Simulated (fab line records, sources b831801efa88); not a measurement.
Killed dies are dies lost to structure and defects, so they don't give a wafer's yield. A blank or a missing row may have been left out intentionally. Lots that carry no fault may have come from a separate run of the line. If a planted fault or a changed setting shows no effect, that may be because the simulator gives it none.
Commonality check across tools / flow gf180mcu / Lots sampled 11, wafers sampled 33

WHAT PROMPTED THE OPENING
At GF_PSD_TW_MEAS_11 the reading PSD_TW is flagged on 2 of 11 lots. No-fault wafers: 3170, standard deviation 23.
Rule: a lot gets a flag if all its wafers with a number sit over 4 standard deviations from that mean, or if no wafer of it has a number. The other lots count as sound.

lot=L110; measured=day 15 00:29; on=film metro-04; PSD_TW, wafer by wafer=3189 3192 3196; flag=
lot=L111; measured=day 15 11:17; on=film metro-03; PSD_TW, wafer by wafer=2625 2658 2643; flag=FLAGGED
lot=L112; measured=day 15 13:26; on=film metro-04; PSD_TW, wafer by wafer=3171 3184 3172; flag=
lot=L113; measured=day 16 03:52; on=film metro-01; PSD_TW, wafer by wafer=2572 2580 2569; flag=FLAGGED
lot=L117; measured=day 18 11:35; on=film metro-04; PSD_TW, wafer by wafer=3164 3189 3187; flag=
lot=L122; measured=day 19 21:56; on=film metro-04; PSD_TW, wafer by wafer=3171 3169 3169; flag=
lot=L124; measured=day 20 11:11; on=film metro-04; PSD_TW, wafer by wafer=3186 3174 3182; flag=
lot=L125; measured=day 20 18:05; on=film metro-03; PSD_TW, wafer by wafer=3183 3193 3186; flag=
lot=L126; measured=day 21 08:05; on=film metro-03; PSD_TW, wafer by wafer=3168 3149 3173; flag=
lot=L129; measured=day 21 22:06; on=film metro-04; PSD_TW, wafer by wafer=3187 3170 3175; flag=
lot=L130; measured=day 22 04:12; on=film metro-03; PSD_TW, wafer by wafer=3178 3189 3164; flag=
The numbers of the flagged lots are 2608 on average: -562 against the usual, or -24 standard deviations.

LOT BY LOT: THE TOOL USED
The record holds 2 process steps before the reading, out of a route of 602 steps. Each cell gives the tool, then ch followed by the chambers the sampled wafers passed through, then the start.
lot=L110; flag=; GF_PSD_IMPLANT_09=implanter-04 ch 0, day 15 00:14; GF_PSD_STRIP_10=plasma asher-01 ch 0,1, day 15 00:23
lot=L111; flag=FLAGGED; GF_PSD_IMPLANT_09=implanter-04 ch 0, day 15 11:02; GF_PSD_STRIP_10=plasma asher-03 ch 0,1, day 15 11:11
lot=L112; flag=; GF_PSD_IMPLANT_09=implanter-01 ch 0, day 15 13:13; GF_PSD_STRIP_10=plasma asher-01 ch 0,1, day 15 13:21
lot=L113; flag=FLAGGED; GF_PSD_IMPLANT_09=implanter-04 ch 0, day 16 03:37; GF_PSD_STRIP_10=plasma asher-01 ch 0, day 16 03:46
lot=L117; flag=; GF_PSD_IMPLANT_09=implanter-01 ch 0, day 18 11:20; GF_PSD_STRIP_10=plasma asher-01 ch 0,1, day 18 11:29
lot=L122; flag=; GF_PSD_IMPLANT_09=implanter-02 ch 0, day 19 21:41; GF_PSD_STRIP_10=plasma asher-01 ch 0,1, day 19 21:50
lot=L124; flag=; GF_PSD_IMPLANT_09=implanter-04 ch 0, day 20 10:57; GF_PSD_STRIP_10=plasma asher-01 ch 0,1, day 20 11:05
lot=L125; flag=; GF_PSD_IMPLANT_09=implanter-04 ch 0, day 20 17:50; GF_PSD_STRIP_10=plasma asher-01 ch 1, day 20 17:59
lot=L126; flag=; GF_PSD_IMPLANT_09=implanter-01 ch 0, day 21 07:50; GF_PSD_STRIP_10=plasma asher-01 ch 0,1, day 21 07:59
lot=L129; flag=; GF_PSD_IMPLANT_09=implanter-01 ch 0, day 21 21:52; GF_PSD_STRIP_10=plasma asher-01 ch 0,1, day 21 21:59
lot=L130; flag=; GF_PSD_IMPLANT_09=implanter-02 ch 0, day 22 03:59; GF_PSD_STRIP_10=plasma asher-04 ch 0,1, day 22 04:07
What these steps do:
- GF_PSD_IMPLANT_09
- GF_PSD_STRIP_10: strips in O2/N2.
- GF_PSD_TW_MEAS_11

FLAGGED AGAINST TOTAL, ONE TOOL AT A TIME (gauges that did the reading follow at the end)
step=GF_PSD_IMPLANT_09; tool=implanter-01; lots run=4; flagged=0; share of the flagged lots=none; sound lots run after its first flagged lot=-
step=GF_PSD_IMPLANT_09; tool=implanter-02; lots run=2; flagged=0; share of the flagged lots=none; sound lots run after its first flagged lot=-
step=GF_PSD_IMPLANT_09; tool=implanter-04; lots run=5; flagged=2; share of the flagged lots=all; sound lots run after its first flagged lot=2 (L124,L125)
step=GF_PSD_STRIP_10; tool=plasma asher-01; lots run=9; flagged=1; share of the flagged lots=some; sound lots run after its first flagged lot=6 (L117,L122,L124,L125,L126,L129)
step=GF_PSD_STRIP_10; tool=plasma asher-03; lots run=1; flagged=1; share of the flagged lots=some; sound lots run after its first flagged lot=0
step=GF_PSD_STRIP_10; tool=plasma asher-04; lots run=1; flagged=0; share of the flagged lots=none; sound lots run after its first flagged lot=-
step=GF_PSD_TW_MEAS_11; tool=film metro-01; lots run=1; flagged=1; share of the flagged lots=some; sound lots run after its first flagged lot=0
step=GF_PSD_TW_MEAS_11; tool=film metro-03; lots run=4; flagged=1; share of the flagged lots=some; sound lots run after its first flagged lot=3 (L125,L126,L130)
step=GF_PSD_TW_MEAS_11; tool=film metro-04; lots run=6; flagged=0; share of the flagged lots=none; sound lots run after its first flagged lot=-

WHAT IS ALLOWED BY THE TABLE
1 row of the table ran every flagged lot: implanter-04 at GF_PSD_IMPLANT_09.
- implanter-04 at GF_PSD_IMPLANT_09 ran 5 lots, 2 of them flagged. After the first flagged lot (L124, L125), sound lots still ran on it; a lasting fault on the whole tool would not permit that. Its own readings (dose ions cm2, end station pressure torr, faraday current uA) fall more than 4 standard deviations out on all wafers of the flagged lots.
No row of the table ran every flagged lot and no sound lot after the first.

WHAT THE SIMULATOR HAD INSERTED
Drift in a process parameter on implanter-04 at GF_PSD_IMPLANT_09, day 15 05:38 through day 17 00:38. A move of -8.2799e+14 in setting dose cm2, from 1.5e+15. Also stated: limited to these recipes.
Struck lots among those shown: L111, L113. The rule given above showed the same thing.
